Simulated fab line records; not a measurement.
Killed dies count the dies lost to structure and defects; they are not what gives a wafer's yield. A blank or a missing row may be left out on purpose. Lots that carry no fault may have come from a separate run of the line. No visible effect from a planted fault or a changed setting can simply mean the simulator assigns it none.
A struck lot beside a sound one    flow sky130    44 steps out of a route of 708
Sound: these wafers, L972.1, L972.4, L972.5. Wafers L976.1, L976.5, L976.6 were the ones struck. The cause is named last.
At each step with rows: each side's tool, then ch and its chambers, then its first start. Under that, the readings that differ: sound wafers    struck wafers    difference of the means    sigmas: that difference in standard deviations of wafers without a fault.
alike: same words and numbers on both sides, and readings whose means sit less than 2 such deviations apart. not compared: any withheld reading, any reading some wafer has no value for, any bound like >300 that may hide the same value, and any number with overlapping values for which the record gives no deviation.
Wherever a step has rows on one side only, a row that says differs or no value, or a row with sigmas, the two part there. Numbers that don't overlap but have no deviation are shown without sigmas and don't part them. A reading missing from all wafers of one side parts the sides only when that side holds two or more wafers.

first, 1 step without rows for these wafers: SKY_VIA2_SPUTTER_20 (material TiN, target thk 20 nm, time 80 s).
SKY_VIA2_CVD_21: deposits W, target thk 420 nm, time 126.4 s.
  sound on cvd-w-01 ch 0,1, day 40 21:43; struck on cvd-w-02 ch 0,1, day 41 19:55
  alike: heater-power-w, susceptor-temp-C
SKY_VIA2_RS_MEAS_22: measurement is done with a four-point probe.
  sound: film-metro-03 at day 40 21:50; struck: film-metro-02 at day 41 20:02
  alike: VIA2_W_RS
SKY_VIA2_THK_MEAS_23: measures by xrf.
  sound: film-metro-03 at day 40 21:58; struck: film-metro-02 at day 41 20:10
reading          sound        struck       difference  sigmas
VIA2_W_THK (nm)  420 410 410  455 434 450  +33         +3
SKY_VIA2_CMP_24: polishes, stops on SiO2, t overpolish 20 s, target thk 0 nm.
  sound on cmp-02 ch 0,2, day 40 22:01; struck on cmp-02 ch 2,3, day 41 20:16
  alike: head-pressure-psi, motor-current-A, overpolish-run-s, time-to-endpoint-s
then, 2 steps without rows for these wafers: SKY_METAL3_SPUTTER_00 (material Ti, target thk 15 nm, time 10 s); SKY_METAL3_SPUTTER_01 (material TiN, target thk 20 nm, time 16.7 s).
SKY_METAL3_SPUTTER_02: material AlCu, target thk 735 nm, time 39.1 s.
  sound: pvd-sputter-01 at day 40 22:22; struck: pvd-sputter-04 at day 41 20:37
  alike: throttle-valve-pct
SKY_METAL3_SPUTTER_03: material Ti, target thk 5 nm, time 3.3 s.
  sound: pvd-sputter-01 at day 40 22:24; struck: pvd-sputter-04 at day 41 20:39
  alike: throttle-valve-pct
SKY_METAL3_SPUTTER_04: material TiN, target thk 70 nm, time 58.3 s.
  sound: pvd-sputter-01 at day 40 22:25; struck: pvd-sputter-04 at day 41 20:40
  alike: throttle-valve-pct
then, 1 step without rows for these wafers: SKY_CAPM_CVD_00 (deposits SiO2, target thk 15.5 nm).
SKY_CAPM_THK_MEAS_01:
  sound: film-metro-02 at day 40 22:30; struck: film-metro-02 at day 41 20:44
  alike: CAPM_CVD_00_THK
SKY_CAPM_SPUTTER_02: material TiN, target thk 200 nm, time 166.7 s.
  sound: pvd-sputter-02 at day 40 22:34; struck: pvd-sputter-02 at day 41 20:48
reading                                   sound          struck           difference  sigmas
model.TiN_of_CAPM_SPUTTER_02.thk-nm (nm)  193.6 195 198  208.5 208 209.1  +13.0       
  alike: substrate-temp-c, susceptor-temp-C, throttle-valve-pct
SKY_CAPM_RS_MEAS_03: measurement is done with a four-point probe.
  sound: film-metro-03 at day 40 22:40; struck: film-metro-02 at day 41 20:55
reading               sound           struck          difference  sigmas
CAPM_TIN_RS (ohm/sq)  7.13 7.07 6.97  6.62 6.64 6.60  -0.44       -6
SKY_CAPM_THK_MEAS_04: measures by xrf.
  sound: film-metro-03 at day 40 22:47; struck: film-metro-02 at day 41 21:02
reading            sound              struck             difference  sigmas
CAPM_TIN_THK (nm)  192.8 193.9 196.9  203.7 203.4 204.5  +9.3        +4
then, 7 steps without rows for these wafers: SKY_CAPM_DEHYDRATE_05 (time 60 s); SKY_CAPM_HMDS_06 (prime time 60 s); SKY_CAPM_COAT_07 (resist thk 1140 nm); SKY_CAPM_SOFTBAKE_08 (time 60 s); SKY_CAPM_EXPOSE_09 (exposes mask CAPM, target cd 1000 nm); SKY_CAPM_PEB_10; SKY_CAPM_DEVELOP_11 (develop time 60 s).
SKY_CAPM_OVL_MEAS_12:
  sound: overlay-02 at day 41 22:25; struck: overlay-01 at day 42 20:29
  alike: CAPM_OVL
SKY_CAPM_METAL_ETCH_13: etches TiN in Cl2/BCl3, stops on SiO2, target depth 220 nm, time 62.9 s.
  sound on rie-metal-01 ch 0, day 41 22:27; struck on rie-metal-02 ch 0,1, day 42 20:31
reading                 sound                 struck                difference  sigmas
oes-product-au (a.u.)   0.922 0.930 0.929     0.967 0.960 0.964     +0.037      +6
throttle-valve-pct (%)  21.907 21.917 21.928  21.894 21.888 21.878  -0.031      -3
  alike: drypump-motor-current-A
  not compared: rf-hours-counter-h
then, 12 steps without rows for these wafers: SKY_CAPM_STRIP_14 (strips in O2/N2); SKY_CAPM_STRIP_15 (strips in post etch residue remover, time 1200 s); SKY_CAPM_CLEAN_16 (cleans in IPA, time 180 s); SKY_CAPM_CLEAN_17 (cleans in O3/DIW); SKY_METAL3_DEHYDRATE_05 (time 60 s); SKY_METAL3_HMDS_06 (prime time 60 s); SKY_METAL3_COAT_07 (resist thk 60 nm); SKY_METAL3_COAT_08 (resist thk 1140 nm); SKY_METAL3_SOFTBAKE_09 (time 90 s); SKY_METAL3_EXPOSE_10 (exposes mask MM3, target cd 300 nm); SKY_METAL3_PEB_11; SKY_METAL3_DEVELOP_12 (develop time 58.12 s).
SKY_METAL3_CD_MEAS_13 targets a cd of 300 nm.
  sound: cd-sem-02 at day 42 22:38; struck: cd-sem-02 at day 43 20:14
  alike: cd-nm
SKY_METAL3_OVL_MEAS_14:
  sound: overlay-01 at day 42 22:45; struck: overlay-02 at day 43 20:21
  alike: METAL3_OVL
then, 4 steps without rows for these wafers: SKY_METAL3_DESCUM_15 (chemistry O2, time 8 s); SKY_METAL3_ETCH_16 (etches BARC in N2/H2, stops on SiO2, time 88.2 s, target depth 60 nm); SKY_METAL3_ETCH_17 (etches SiO2 in C4F8/O2/Ar, stops on TiN, time 3.9 s, target depth 15 nm); SKY_METAL3_METAL_ETCH_18 (etches the open film in Cl2/BCl3, stops on SiO2, target depth 845 nm, time 183.1 s).
SKY_METAL3_STRIP_20: strips in post etch residue remover, time 1200 s.
  sound on wet-bench-02 ch 1, day 42 23:13; struck on wet-bench-03 ch 3, day 43 20:49
reading                                   sound              struck             difference  sigmas
model.TiN_of_CAPM_SPUTTER_02.thk-nm (nm)  192.7 194.2 197.2  207.6 207.2 208.3  +13.0       
-- the record jumps here: 6 days lie between the struck wafers' starts before and after (it left off in module METAL3 and takes up again in module PAD_OPEN, whose first step shown is number 708 of the route) --
SKY_PAD_OPEN_PROBE_99:
  sound: prober-01 at day 49 09:21; struck: prober-01 at day 50 01:21
reading                           sound              struck             difference  sigmas
model.etest.cap-mim.plate-ohm-sq  6.216 6.106 6.044  5.768 5.776 5.726  -0.365      
  alike: defect-limited-yield, killed_at_M0_to_M3, killed_at_M4_up, killed-at-contacts, killed-at-front-end, killed-at-other, killed-dies, killed-open, killed-short

WHERE THEY PART
Earliest at SKY_VIA2_THK_MEAS_23; latest, in this record, at SKY_CAPM_METAL_ETCH_13. Later steps at which nothing parts them and some readings are alike: SKY_METAL3_CD_MEAS_13, SKY_METAL3_OVL_MEAS_14, SKY_PAD_OPEN_PROBE_99.

WHY: what had been put in by the simulator
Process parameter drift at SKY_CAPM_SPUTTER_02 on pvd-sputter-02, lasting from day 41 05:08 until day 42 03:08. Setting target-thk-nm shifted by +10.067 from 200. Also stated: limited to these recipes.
